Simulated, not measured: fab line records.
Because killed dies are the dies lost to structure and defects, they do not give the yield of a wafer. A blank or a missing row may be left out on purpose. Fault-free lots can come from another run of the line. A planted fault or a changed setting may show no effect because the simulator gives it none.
A lot that was struck, set against a sound lot | flow gf180mcu | 21 steps out of a route of 602
Sound: the wafers L202.1, L202.3, L202.6. Wafers L215.2, L215.4, L215.5 were the ones struck. The cause is given at the end.
Each step with rows lists, per side, the tool, then ch with its chambers, then its first start. Under that, the readings that differ: sound wafers | struck wafers | difference of the means | sigmas: that difference in standard deviations of wafers without a fault.
alike: readings with means less than 2 such deviations apart, plus words and numbers identical on both sides. not compared: withheld readings, readings lacking a value on some wafer, bounds such as >300 that could conceal the same value, and numbers that have no deviation in the record and whose values overlap.
Wherever a step has rows on one side only, a row that says differs or no value, or a row with sigmas, the two part there. Numbers that don't overlap but have no deviation are shown without sigmas and don't part them. Lack of a reading on every wafer of one side parts them only where that side has two or more wafers.

GF_SALICIDE_RTA_08: time 30 s.
  sound on rtpAnneal-02 ch 0, day 15 00:39; struck on rtpAnneal-02 ch 0, day 19 21:47
  alike: lampPowerPct, wafer_temp_C_max
then, 1 step without rows for these wafers: GF_CONTACT_CVD_00 (deposits SiO2, target thk 300 nm, time 50 s).
GF_CONTACT_THK_MEAS_01:
  struck on filmMetro-04, day 19 21:56; sound on filmMetro-03, day 15 00:47
  alike: CONTACT_CVD_00_THK
GF_CONTACT_CVD_02: deposits SiO2 from TEOS, target thk 860 nm, time 95.992 s.
  sound on pecvd-04 ch 0,1, day 15 00:51; struck on pecvd-01 ch 1,2, day 19 21:59
  alike: heaterPowerW
GF_CONTACT_THK_MEAS_03:
  struck on filmMetro-01, day 19 22:04; sound on filmMetro-01, day 15 00:55
  alike: CONTACT_CVD_02_THK
GF_CONTACT_CMP_04: polishes SiO2.
  sound on cmp-02 ch 0,3, day 15 01:01; struck on cmp-02 ch 0,1, day 19 22:07
  alike: headPressurePsi, motorCurrentA, timeToEndpointS
GF_CONTACT_BOW_MEAS_05:
  struck on filmMetro-01, day 19 22:26; sound on filmMetro-01, day 15 01:19
  alike: CONTACT_BOW
then, 5 steps without rows for these wafers: GF_CONTACT_DEHYDRATE_06 (time 60 s); GF_CONTACT_HMDS_07 (prime time 60 s); GF_CONTACT_COAT_08; GF_CONTACT_COAT_09 (resist thk 1000 nm); GF_CONTACT_SOFTBAKE_10 (time 60 s).
GF_CONTACT_EXPOSE_11: exposes mask Contact, target cd 220 nm.
  sound on krfScanner-02 ch 0, day 15 12:53; struck on krfScanner-02 ch 0, day 20 10:19
reading           | sound             | struck            | difference | sigmas
exposureDoseMJCm2 | 37.88 37.91 37.90 | 37.09 37.08 37.03 | -0.83      | -20
  alike: mask
then, 2 steps without rows for these wafers: GF_CONTACT_PEB_12 (peb time 90 s); GF_CONTACT_DEVELOP_13 (develop time 60 s).
GF_CONTACT_CD_MEAS_14: target cd 220 nm.
  struck on cdSem-02, day 20 21:37; sound on cdSem-01, day 15 23:24
  alike: cdNm
GF_CONTACT_OVL_MEAS_15:
  struck on overlay-02, day 20 21:43; sound on overlay-01, day 15 23:31
  alike: CONTACT_OVL
GF_CONTACT_ETCH_16: etches BARC in N2/H2.
  sound on rieDiel-03 ch 0,2, day 15 23:34; struck on rieDiel-01 ch 0,3, day 20 21:44
reading                 | sound             | struck            | difference | sigmas
model.CONTACT.cdNm (nm) | 218.4 220.4 219.1 | 221.4 221.3 220.6 | +1.8       | 
  alike: drypumpMotorCurrentA, n2FlowSccm, oesProductAu, throttleValvePct
GF_CONTACT_ETCH_17: etches SiO2 in C4F8/O2/Ar, stops on CoSi2, target depth 860 nm.
  sound on rieDiel-03 ch 0,2; struck on rieDiel-01 ch 0,3
reading                 | sound           | struck            | difference | sigmas
model.CONTACT.cdNm (nm) | 219.1 219.7 219 | 221.5 222.5 220.6 | +2.3       | 
  alike: oesProductAu
GF_CONTACT_STRIP_18: strips in O2/N2.
  sound on plasmaAsher-04 ch 0,1, day 15 23:43; struck on plasmaAsher-03 ch 0,1, day 20 21:55
reading                  | sound             | struck            | difference | sigmas
drypumpMotorCurrentA (A) | 6.25 6.26 5.88    | 5.47 5.49 5.32    | -0.70      | -2
oesProductAu (a.u.)      | 0.597 0.587 0.582 | 0.578 0.580 0.577 | -0.010     | -2
  alike: heaterPowerW, n2FlowSccm, o2FlowSccm
  not compared: rfHoursCounterH
then, 1 step without rows for these wafers: GF_PASSIVATION_PROBE_99.

== WHERE THEY PART ==
Earliest at GF_CONTACT_EXPOSE_11; latest, in this record, at GF_CONTACT_STRIP_18.

WHY: the cause the simulator had injected
Process parameter drift: krfScanner-02, from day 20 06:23 on, at GF_CONTACT_EXPOSE_11. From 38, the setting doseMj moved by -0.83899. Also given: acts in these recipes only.
